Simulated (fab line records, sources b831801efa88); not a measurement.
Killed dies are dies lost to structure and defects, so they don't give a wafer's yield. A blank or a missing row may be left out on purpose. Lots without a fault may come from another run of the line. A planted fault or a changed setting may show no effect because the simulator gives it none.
One fault seen from 2 desks | flow gf180mcu | each desk has only its own numbers; what lay behind them comes last

THE TOOL OWNER'S DESK: pvd_sputter-02
The tool's own readings at GF_V3_SPUTTER_21 (material Ti, target thk 15 nm, time 80.02 s): means of the sampled wafers that have a number, for each lot that ran on this tool. A lot is out of limits, marked OUT, if its mean lies more than 4 standard deviations from the usual mean; the brackets give that distance.
Columns: A = throttle_valve_pct at GF_V3_SPUTTER_21, usual 30.4 %
lot  | first seen here | A
L159 | day 26 03:12    | 30.5
L170 | day 29 12:49    | 29.8
This desk's finding: nothing out of limits on any of the 2 lots.

THE METROLOGY DESK
What the gauges read, lot by lot, whatever tool the lot ran on: means of the sampled wafers that have a number. A lot is out of limits, marked OUT, if its mean lies more than 4 standard deviations from the usual mean; the brackets give that distance.
Columns: A = cd_nm at GF_V3_CD_MEAS_14, usual 259.9 nm; B = V3_OVL at GF_V3_OVL_MEAS_15, usual 0 nm
lot  | first seen here | A     | B
L148 | day 22 20:43    | 261.0 | 0
L159 | day 26 02:22    | 258.6 | -2
L165 | day 28 09:03    | 259.2 | 1
L168 | day 28 22:25    | 259.6 | -0
L170 | day 29 11:58    | 258.9 | 8
This desk's finding: nothing out of limits on any of the 5 lots.

PUT TOGETHER
The tool owner's desk saw nothing out of limits.
The metrology desk saw nothing out of limits.

WHAT THE SIMULATOR HAD PUT IN
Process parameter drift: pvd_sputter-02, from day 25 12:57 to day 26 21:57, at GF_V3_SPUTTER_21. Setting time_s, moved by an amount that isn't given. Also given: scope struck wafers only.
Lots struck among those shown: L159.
